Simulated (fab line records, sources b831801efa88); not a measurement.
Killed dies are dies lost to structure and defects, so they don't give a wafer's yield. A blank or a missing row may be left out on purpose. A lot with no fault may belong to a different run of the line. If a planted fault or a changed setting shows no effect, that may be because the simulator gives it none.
fab line records / flow sky130 / part 2 of 2: steps 29 to 40 of 40
record: lots: 5 wafers: 15 last-day: 49
route steps=708 shown NWELL@78 PWDE@84 VT_ADJUST_HVTP@85 VT_ADJUST_LVTN@97
lots untouched by any fault: they come from a run of this same line in which no faults occurred
start-h: start of the lot's first displayed wafer, in hours after the record's first day / wait-h: hours elapsed since this lot's preceding step / " unchanged from the row above / L1.1+2: several wafers, shown together as one row / - no value present, or no start provided / * or withheld: withheld / < > ~ a bound
route shown NAME@n: NAME is a module with steps in the file, n the number in the route of the first one / usual: average and standard deviation across the fault-free wafers / same: alike in all rows / chamber/n: place in a boat / sites: each site's reading / _std_site: how widely they spread, as a standard deviation / _edge_site: mean of outer sites minus mean of inner sites / radius-mm: for every site, how far away it sits from the centre of the wafer / mask NAME#n: copy n / behind: the last tool/chamber to shape the wafer / hold: why the lot was held/for how many hours/how that ended / device: which transistor (n, p or np) failed to switch / end of line: tests run on the same wafers once the route is complete / a step with no rows: only its recipe / killed: not the wafer's yield, but the dies lost to structure and defects at the first sort / map: a wafer's dies, marking killed ones x, the rest . and places with no die _
set.NAME: the setting as run; set.NAME@STEP: as run at that earlier step / model.NAME: the simulator's own value behind a step, which no gauge read
certain route steps with their lots: each step a table, each wafer a row
services: a tool's chamber out of use, with start hour (start-h, from the record's first day; less than 0 if before it), hours out, and reason
== steps ==
step: SKY_VT_ADJUST_LVTN_TW_MEAS_10
usual: VT_ADJUST_LVTN_TW: 241/3.4
lot.wafer=L074.1 tool=film-metro-04 chamber=- start-h=143.62 wait-h=0.1 VT_ADJUST_LVTN_TW=245
lot.wafer=L074.4 tool=film-metro-04 chamber=- start-h=143.62 wait-h=0.1 VT_ADJUST_LVTN_TW=245
lot.wafer=L074.5 tool=film-metro-04 chamber=- start-h=143.62 wait-h=0.1 VT_ADJUST_LVTN_TW=246
lot.wafer=L087.3 tool=film-metro-01 chamber=- start-h=227.14 wait-h=0.1 VT_ADJUST_LVTN_TW=241
lot.wafer=L087.4 tool=film-metro-01 chamber=- start-h=227.14 wait-h=0.1 VT_ADJUST_LVTN_TW=241
lot.wafer=L087.6 tool=film-metro-01 chamber=- start-h=227.14 wait-h=0.1 VT_ADJUST_LVTN_TW=242
lot.wafer=L088.2 tool=film-metro-03 chamber=- start-h=234.93 wait-h=0.1 VT_ADJUST_LVTN_TW=238
lot.wafer=L088.4 tool=film-metro-03 chamber=- start-h=234.93 wait-h=0.1 VT_ADJUST_LVTN_TW=237
lot.wafer=L088.5 tool=film-metro-03 chamber=- start-h=234.93 wait-h=0.1 VT_ADJUST_LVTN_TW=237
lot.wafer=L090.1 tool=film-metro-01 chamber=- start-h=253.79 wait-h=0.1 VT_ADJUST_LVTN_TW=239
lot.wafer=L090.5 tool=film-metro-01 chamber=- start-h=253.79 wait-h=0.1 VT_ADJUST_LVTN_TW=239
lot.wafer=L090.6 tool=film-metro-01 chamber=- start-h=253.79 wait-h=0.1 VT_ADJUST_LVTN_TW=240
lot.wafer=L093.2 tool=film-metro-03 chamber=- start-h=273.30 wait-h=0.1 VT_ADJUST_LVTN_TW=237
lot.wafer=L093.3 tool=film-metro-03 chamber=- start-h=273.30 wait-h=0.1 VT_ADJUST_LVTN_TW=237
lot.wafer=L093.4 tool=film-metro-03 chamber=- start-h=273.30 wait-h=0.1 VT_ADJUST_LVTN_TW=238
step: SKY_VT_ADJUST_LVTN_DEHYDRATE_11
recipe: temp-c: 200 time-s: 60
usual: plate-temp-C: 199.98/0.17
lot.wafer=L074.1 tool=litho-track-02 chamber=0 start-h=152.64 wait-h=9.0 plate-temp-C=200.18
lot.wafer=L074.4 tool=litho-track-02 chamber=0 start-h=152.64 wait-h=9.0 plate-temp-C=200.16
lot.wafer=L074.5 tool=litho-track-02 chamber=0 start-h=152.64 wait-h=9.0 plate-temp-C=199.92
lot.wafer=L087.3 tool=litho-track-02 chamber=0 start-h=238.29 wait-h=11.1 plate-temp-C=200.12
lot.wafer=L087.4 tool=litho-track-02 chamber=0 start-h=238.29 wait-h=11.1 plate-temp-C=200.13
lot.wafer=L087.6 tool=litho-track-02 chamber=0 start-h=238.29 wait-h=11.1 plate-temp-C=199.97
lot.wafer=L088.2 tool=litho-track-04 chamber=0 start-h=246.21 wait-h=11.3 plate-temp-C=199.55
lot.wafer=L088.4 tool=litho-track-04 chamber=0 start-h=246.21 wait-h=11.3 plate-temp-C=199.99
lot.wafer=L088.5 tool=litho-track-04 chamber=0 start-h=246.21 wait-h=11.3 plate-temp-C=199.90
lot.wafer=L090.1 tool=litho-track-02 chamber=0 start-h=264.54 wait-h=10.7 plate-temp-C=199.83
lot.wafer=L090.5 tool=litho-track-02 chamber=0 start-h=264.54 wait-h=10.7 plate-temp-C=199.86
lot.wafer=L090.6 tool=litho-track-02 chamber=0 start-h=264.54 wait-h=10.7 plate-temp-C=200.01
lot.wafer=L093.2 tool=litho-track-04 chamber=0 start-h=284.31 wait-h=11.0 plate-temp-C=199.70
lot.wafer=L093.3 tool=litho-track-04 chamber=0 start-h=284.31 wait-h=11.0 plate-temp-C=199.95
lot.wafer=L093.4 tool=litho-track-04 chamber=0 start-h=284.31 wait-h=11.0 plate-temp-C=199.83
step: SKY_VT_ADJUST_LVTN_HMDS_12
recipe: prime-time-s: 60 prime-temp-c: 120
usual: prime-temp-c: 119.97/0.13
lot.wafer=L074.1 tool=litho-track-02 chamber=0 start-h=152.79 wait-h=0.1 prime-temp-c=120.20
lot.wafer=L074.4 tool=litho-track-02 chamber=0 start-h=152.79 wait-h=0.1 prime-temp-c=120.10
lot.wafer=L074.5 tool=litho-track-02 chamber=0 start-h=152.79 wait-h=0.1 prime-temp-c=119.96
lot.wafer=L087.3 tool=litho-track-02 chamber=0 start-h=238.44 wait-h=0.1 prime-temp-c=120.02
lot.wafer=L087.4 tool=litho-track-02 chamber=0 start-h=238.44 wait-h=0.1 prime-temp-c=119.94
lot.wafer=L087.6 tool=litho-track-02 chamber=0 start-h=238.44 wait-h=0.1 prime-temp-c=120.12
lot.wafer=L088.2 tool=litho-track-04 chamber=0 start-h=246.36 wait-h=0.1 prime-temp-c=119.90
lot.wafer=L088.4 tool=litho-track-04 chamber=0 start-h=246.36 wait-h=0.1 prime-temp-c=119.94
lot.wafer=L088.5 tool=litho-track-04 chamber=0 start-h=246.36 wait-h=0.1 prime-temp-c=120.14
lot.wafer=L090.1 tool=litho-track-02 chamber=0 start-h=264.69 wait-h=0.1 prime-temp-c=119.89
lot.wafer=L090.5 tool=litho-track-02 chamber=0 start-h=264.69 wait-h=0.1 prime-temp-c=120.05
lot.wafer=L090.6 tool=litho-track-02 chamber=0 start-h=264.69 wait-h=0.1 prime-temp-c=119.93
lot.wafer=L093.2 tool=litho-track-04 chamber=0 start-h=284.46 wait-h=0.1 prime-temp-c=120.03
lot.wafer=L093.3 tool=litho-track-04 chamber=0 start-h=284.46 wait-h=0.1 prime-temp-c=119.99
lot.wafer=L093.4 tool=litho-track-04 chamber=0 start-h=284.46 wait-h=0.1 prime-temp-c=120.00
step: SKY_VT_ADJUST_LVTN_COAT_13
recipe: resist: NOVOLAK spin-rpm: 3000 resist-thk-nm: 1140
lot.wafer=L074.1+4+5 tool=litho-track-02 chamber=0 start-h=152.94 wait-h=0.1
lot.wafer=L087.3+4+6 tool=litho-track-02 chamber=0 start-h=238.59 wait-h=0.1
lot.wafer=L088.2+4+5 tool=litho-track-04 chamber=0 start-h=246.51 wait-h=0.1
lot.wafer=L090.1+5+6 tool=litho-track-02 chamber=0 start-h=264.84 wait-h=0.1
lot.wafer=L093.2+3+4 tool=litho-track-04 chamber=0 start-h=284.61 wait-h=0.1
step: SKY_VT_ADJUST_LVTN_SOFTBAKE_14
recipe: temp-c: 90 time-s: 60 resist: NOVOLAK
usual: plate-temp-C: 90.01/0.12
lot.wafer=L074.1 tool=litho-track-02 chamber=0 start-h=153.09 wait-h=0.1 plate-temp-C=90.24
lot.wafer=L074.4 tool=litho-track-02 chamber=0 start-h=153.09 wait-h=0.1 plate-temp-C=90.16
lot.wafer=L074.5 tool=litho-track-02 chamber=0 start-h=153.09 wait-h=0.1 plate-temp-C=89.98
lot.wafer=L087.3 tool=litho-track-02 chamber=0 start-h=238.74 wait-h=0.1 plate-temp-C=89.92
lot.wafer=L087.4 tool=litho-track-02 chamber=0 start-h=238.74 wait-h=0.1 plate-temp-C=89.83
lot.wafer=L087.6 tool=litho-track-02 chamber=0 start-h=238.74 wait-h=0.1 plate-temp-C=90.07
lot.wafer=L088.2 tool=litho-track-04 chamber=0 start-h=246.66 wait-h=0.1 plate-temp-C=90.15
lot.wafer=L088.4 tool=litho-track-04 chamber=0 start-h=246.66 wait-h=0.1 plate-temp-C=90.05
lot.wafer=L088.5 tool=litho-track-04 chamber=0 start-h=246.66 wait-h=0.1 plate-temp-C=90.09
lot.wafer=L090.1 tool=litho-track-02 chamber=0 start-h=264.99 wait-h=0.1 plate-temp-C=89.92
lot.wafer=L090.5 tool=litho-track-02 chamber=0 start-h=264.99 wait-h=0.1 plate-temp-C=90.08
lot.wafer=L090.6 tool=litho-track-02 chamber=0 start-h=264.99 wait-h=0.1 plate-temp-C=89.88
lot.wafer=L093.2 tool=litho-track-04 chamber=0 start-h=284.76 wait-h=0.1 plate-temp-C=90.02
lot.wafer=L093.3 tool=litho-track-04 chamber=0 start-h=284.76 wait-h=0.1 plate-temp-C=90.03
lot.wafer=L093.4 tool=litho-track-04 chamber=0 start-h=284.76 wait-h=0.1 plate-temp-C=90.18
step: SKY_VT_ADJUST_LVTN_EXPOSE_15
recipe: mask-id: HVN_STD_DERIVED na: 0.6 source-shape: conventional sigma-outer: 0.6 polarization: unpolarized target-cd-nm: 600 dose-mj: 163
lot.wafer=L074.1+4+5 tool=iline-stepper-01 chamber=0 start-h=- wait-h=- mask=HVN_STD_DERIVED#0
lot.wafer=L087.3+4+6 tool=iline-stepper-02 chamber=0 start-h=- wait-h=- mask=HVN_STD_DERIVED#0
lot.wafer=L088.2+4+5 tool=iline-stepper-02 chamber=0 start-h=- wait-h=- mask=HVN_STD_DERIVED#0
lot.wafer=L090.1+5+6 tool=iline-stepper-01 chamber=0 start-h=- wait-h=- mask=HVN_STD_DERIVED#0
lot.wafer=L093.2+3+4 tool=iline-stepper-02 chamber=0 start-h=- wait-h=- mask=HVN_STD_DERIVED#0
step: SKY_VT_ADJUST_LVTN_PEB_16
recipe: temp-c: withheld time-s: * resist: NOVOLAK
lot.wafer=L074.1+4+5 tool=litho-track-03 chamber=0 start-h=- wait-h=-
lot.wafer=L087.3+4+6 tool=litho-track-04 chamber=0 start-h=- wait-h=-
lot.wafer=L088.2+4+5 tool=litho-track-02 chamber=0 start-h=- wait-h=-
lot.wafer=L090.1+5+6 tool=litho-track-02 chamber=0 start-h=- wait-h=-
lot.wafer=L093.2+3+4 tool=litho-track-04 chamber=0 start-h=- wait-h=-
step: SKY_VT_ADJUST_LVTN_DEVELOP_17
recipe: resist: NOVOLAK developer: TMAH develop-time-s: 60 dev-temp-c: 23
lot.wafer=L074.1+4+5 tool=litho-track-03 chamber=0 start-h=162.80 wait-h=0.1
lot.wafer=L087.3+4+6 tool=litho-track-04 chamber=0 start-h=250.58 wait-h=0.1
lot.wafer=L088.2+4+5 tool=litho-track-02 chamber=0 start-h=258.26 wait-h=0.1
lot.wafer=L090.1+5+6 tool=litho-track-02 chamber=0 start-h=277.24 wait-h=0.1
lot.wafer=L093.2+3+4 tool=litho-track-04 chamber=0 start-h=296.86 wait-h=0.1
step: SKY_VT_ADJUST_LVTN_OVL_MEAS_18
usual: VT_ADJUST_LVTN_01_OVL: 0.0/1.4
lot.wafer=L074.1 tool=overlay-01 chamber=- start-h=162.95 wait-h=0.1 VT_ADJUST_LVTN_01_OVL[nm]=-2.2
lot.wafer=L074.4 tool=overlay-01 chamber=- start-h=162.95 wait-h=0.1 VT_ADJUST_LVTN_01_OVL[nm]=-0.5
lot.wafer=L074.5 tool=overlay-01 chamber=- start-h=162.95 wait-h=0.1 VT_ADJUST_LVTN_01_OVL[nm]=-0.4
lot.wafer=L087.3 tool=overlay-01 chamber=- start-h=250.70 wait-h=0.1 VT_ADJUST_LVTN_01_OVL[nm]=-0.6
lot.wafer=L087.4 tool=overlay-01 chamber=- start-h=250.70 wait-h=0.1 VT_ADJUST_LVTN_01_OVL[nm]=0.3
lot.wafer=L087.6 tool=overlay-01 chamber=- start-h=250.70 wait-h=0.1 VT_ADJUST_LVTN_01_OVL[nm]=1.3
lot.wafer=L088.2 tool=overlay-02 chamber=- start-h=258.39 wait-h=0.1 VT_ADJUST_LVTN_01_OVL[nm]=-1.2
lot.wafer=L088.4 tool=overlay-02 chamber=- start-h=258.39 wait-h=0.1 VT_ADJUST_LVTN_01_OVL[nm]=1.7
lot.wafer=L088.5 tool=overlay-02 chamber=- start-h=258.39 wait-h=0.1 VT_ADJUST_LVTN_01_OVL[nm]=-0.6
lot.wafer=L090.1 tool=overlay-02 chamber=- start-h=277.39 wait-h=0.1 VT_ADJUST_LVTN_01_OVL[nm]=-2.0
lot.wafer=L090.5 tool=overlay-02 chamber=- start-h=277.39 wait-h=0.1 VT_ADJUST_LVTN_01_OVL[nm]=0.5
lot.wafer=L090.6 tool=overlay-02 chamber=- start-h=277.39 wait-h=0.1 VT_ADJUST_LVTN_01_OVL[nm]=0.4
lot.wafer=L093.2 tool=overlay-01 chamber=- start-h=296.99 wait-h=0.1 VT_ADJUST_LVTN_01_OVL[nm]=0.0
lot.wafer=L093.3 tool=overlay-01 chamber=- start-h=296.99 wait-h=0.1 VT_ADJUST_LVTN_01_OVL[nm]=-2.0
lot.wafer=L093.4 tool=overlay-01 chamber=- start-h=296.99 wait-h=0.1 VT_ADJUST_LVTN_01_OVL[nm]=-1.3
step: SKY_VT_ADJUST_LVTN_IMPLANT_19
recipe: species: B energy-kev: 30 dose-cm2: 6.5e+11 tilt-deg: withheld
lot.wafer=L074.1+4+5 tool=implanter-01 chamber=0 start-h=162.99 wait-h=0.0
lot.wafer=L087.3+4+6 tool=implanter-04 chamber=0 start-h=250.77 wait-h=0.1
lot.wafer=L088.2+4+5 tool=implanter-01 chamber=0 start-h=258.45 wait-h=0.0
lot.wafer=L090.1+5+6 tool=implanter-02 chamber=0 start-h=277.42 wait-h=0.0
lot.wafer=L093.2+3+4 tool=implanter-02 chamber=0 start-h=297.04 wait-h=0.0
step: SKY_VT_ADJUST_LVTN_STRIP_20
recipe: chemistry: O2/N2 power-w: 1400 pressure-mtorr: 1500 platen-temp-c: withheld o2-flow-sccm: 3000 n2-flow-sccm: 300 overash-fraction: 0.5
usual: drypump-motor-current-A: 5.7/0.45 oes-product-au: 0.716/0.0045 strip-time-to-endpoint-s: 14.19/0.046
same: overash-fraction: 0.5
lot.wafer=L074.1 tool=plasma-asher-01 chamber=1 start-h=163.14 wait-h=0.1 drypump-motor-current-A=5.5 oes-product-au=0.707 rf-hours-counter-h=36 strip-time-to-endpoint-s=14.09
lot.wafer=L074.4 tool=plasma-asher-01 chamber=0 start-h=163.14 wait-h=0.1 drypump-motor-current-A=5.3 oes-product-au=0.715 rf-hours-counter-h=- strip-time-to-endpoint-s=14.16
lot.wafer=L074.5 tool=plasma-asher-01 chamber=0 start-h=163.14 wait-h=0.1 drypump-motor-current-A=5.3 oes-product-au=0.713 rf-hours-counter-h=- strip-time-to-endpoint-s=14.16
lot.wafer=L087.3 tool=plasma-asher-02 chamber=0 start-h=250.90 wait-h=0.1 drypump-motor-current-A=5.6 oes-product-au=0.713 rf-hours-counter-h=- strip-time-to-endpoint-s=14.15
lot.wafer=L087.4 tool=plasma-asher-02 chamber=1 start-h=250.90 wait-h=0.1 drypump-motor-current-A=5.6 oes-product-au=0.711 rf-hours-counter-h=- strip-time-to-endpoint-s=14.20
lot.wafer=L087.6 tool=plasma-asher-02 chamber=1 start-h=250.90 wait-h=0.1 drypump-motor-current-A=5.7 oes-product-au=0.719 rf-hours-counter-h=- strip-time-to-endpoint-s=14.15
lot.wafer=L088.2 tool=plasma-asher-03 chamber=1 start-h=258.57 wait-h=0.1 drypump-motor-current-A=6.7 oes-product-au=0.722 rf-hours-counter-h=56 strip-time-to-endpoint-s=14.14
lot.wafer=L088.4 tool=plasma-asher-03 chamber=0 start-h=258.57 wait-h=0.1 drypump-motor-current-A=5.7 oes-product-au=0.717 rf-hours-counter-h=- strip-time-to-endpoint-s=14.22
lot.wafer=L088.5 tool=plasma-asher-03 chamber=1 start-h=258.57 wait-h=0.1 drypump-motor-current-A=6.7 oes-product-au=0.718 rf-hours-counter-h=- strip-time-to-endpoint-s=14.17
lot.wafer=L090.1 tool=plasma-asher-02 chamber=0 start-h=277.57 wait-h=0.1 drypump-motor-current-A=5.6 oes-product-au=0.711 rf-hours-counter-h=16 strip-time-to-endpoint-s=14.13
lot.wafer=L090.5 tool=plasma-asher-02 chamber=0 start-h=277.57 wait-h=0.1 drypump-motor-current-A=5.6 oes-product-au=0.714 rf-hours-counter-h=- strip-time-to-endpoint-s=14.14
lot.wafer=L090.6 tool=plasma-asher-02 chamber=1 start-h=277.57 wait-h=0.1 drypump-motor-current-A=5.7 oes-product-au=0.721 rf-hours-counter-h=- strip-time-to-endpoint-s=14.13
lot.wafer=L093.2 tool=plasma-asher-01 chamber=0 start-h=297.17 wait-h=0.1 drypump-motor-current-A=5.3 oes-product-au=0.719 rf-hours-counter-h=49 strip-time-to-endpoint-s=14.21
lot.wafer=L093.3 tool=plasma-asher-01 chamber=1 start-h=297.17 wait-h=0.1 drypump-motor-current-A=5.5 oes-product-au=0.714 rf-hours-counter-h=- strip-time-to-endpoint-s=14.22
lot.wafer=L093.4 tool=plasma-asher-01 chamber=0 start-h=297.17 wait-h=0.1 drypump-motor-current-A=5.3 oes-product-au=0.723 rf-hours-counter-h=- strip-time-to-endpoint-s=14.16
step: SKY_VT_ADJUST_LVTN_TW_MEAS_21
usual: VT_ADJUST_LVTN_2_TW: 188.3/3
lot.wafer=L074.1 tool=film-metro-03 chamber=- start-h=163.24 wait-h=0.1 VT_ADJUST_LVTN_2_TW=187.3
lot.wafer=L074.4 tool=film-metro-03 chamber=- start-h=163.24 wait-h=0.1 VT_ADJUST_LVTN_2_TW=187.8
lot.wafer=L074.5 tool=film-metro-03 chamber=- start-h=163.24 wait-h=0.1 VT_ADJUST_LVTN_2_TW=186.1
lot.wafer=L087.3 tool=film-metro-04 chamber=- start-h=250.99 wait-h=0.1 VT_ADJUST_LVTN_2_TW=192.5
lot.wafer=L087.4 tool=film-metro-04 chamber=- start-h=250.99 wait-h=0.1 VT_ADJUST_LVTN_2_TW=192.0
lot.wafer=L087.6 tool=film-metro-04 chamber=- start-h=250.99 wait-h=0.1 VT_ADJUST_LVTN_2_TW=193.1
lot.wafer=L088.2 tool=film-metro-01 chamber=- start-h=258.68 wait-h=0.1 VT_ADJUST_LVTN_2_TW=187.1
lot.wafer=L088.4 tool=film-metro-01 chamber=- start-h=258.68 wait-h=0.1 VT_ADJUST_LVTN_2_TW=185.9
lot.wafer=L088.5 tool=film-metro-01 chamber=- start-h=258.68 wait-h=0.1 VT_ADJUST_LVTN_2_TW=186.6
lot.wafer=L090.1 tool=film-metro-01 chamber=- start-h=277.67 wait-h=0.1 VT_ADJUST_LVTN_2_TW=187.5
lot.wafer=L090.5 tool=film-metro-01 chamber=- start-h=277.67 wait-h=0.1 VT_ADJUST_LVTN_2_TW=187.3
lot.wafer=L090.6 tool=film-metro-01 chamber=- start-h=277.67 wait-h=0.1 VT_ADJUST_LVTN_2_TW=187.3
lot.wafer=L093.2 tool=film-metro-04 chamber=- start-h=297.28 wait-h=0.1 VT_ADJUST_LVTN_2_TW=190.3
lot.wafer=L093.3 tool=film-metro-04 chamber=- start-h=297.28 wait-h=0.1 VT_ADJUST_LVTN_2_TW=190.4
lot.wafer=L093.4 tool=film-metro-04 chamber=- start-h=297.28 wait-h=0.1 VT_ADJUST_LVTN_2_TW=190.3
== services ==
tool=implanter-04 chamber=- start-h=85.38 hours=1.3 kind=repair
tool=plasma-asher-01 chamber=- start-h=95.17 hours=1.8 kind=repair
tool=implanter-04 chamber=- start-h=95.82 hours=3.4 kind=repair
tool=plasma-asher-02 chamber=- start-h=108.75 hours=9.0 kind=pm
tool=plasma-asher-01 chamber=- start-h=108.78 hours=1.1 kind=repair
tool=plasma-asher-02 chamber=- start-h=117.02 hours=0.3 kind=repair
tool=plasma-asher-03 chamber=- start-h=136.37 hours=2.6 kind=repair
tool=iline-stepper-02 chamber=- start-h=138.06 hours=2.1 kind=pm
tool=implanter-03 chamber=- start-h=151.45 hours=0.6 kind=repair
tool=implanter-03 chamber=- start-h=156.35 hours=2.5 kind=repair
tool=wet-bench-02 chamber=- start-h=193.41 hours=0.6 kind=repair
tool=implanter-03 chamber=- start-h=195.21 hours=3.8 kind=repair
tool=plasma-asher-01 chamber=- start-h=197.43 hours=0.6 kind=repair
tool=iline-stepper-01 chamber=- start-h=198.61 hours=1.7 kind=pm
tool=rtp-anneal-02 chamber=- start-h=199.10 hours=5.8 kind=pm
tool=implanter-01 chamber=- start-h=214.59 hours=1.6 kind=repair
tool=implanter-03 chamber=- start-h=215.76 hours=5.1 kind=repair
tool=iline-stepper-01 chamber=- start-h=217.94 hours=3.1 kind=repair
tool=plasma-asher-04 chamber=- start-h=221.81 hours=3.4 kind=repair
tool=implanter-01 chamber=- start-h=223.60 hours=2.8 kind=pm
tool=implanter-02 chamber=- start-h=244.74 hours=2.0 kind=repair
tool=plasma-asher-04 chamber=- start-h=254.66 hours=2.0 kind=repair
tool=implanter-02 chamber=- start-h=286.82 hours=4.4 kind=pm
tool=iline-stepper-02 chamber=- start-h=293.77 hours=1.7 kind=pm
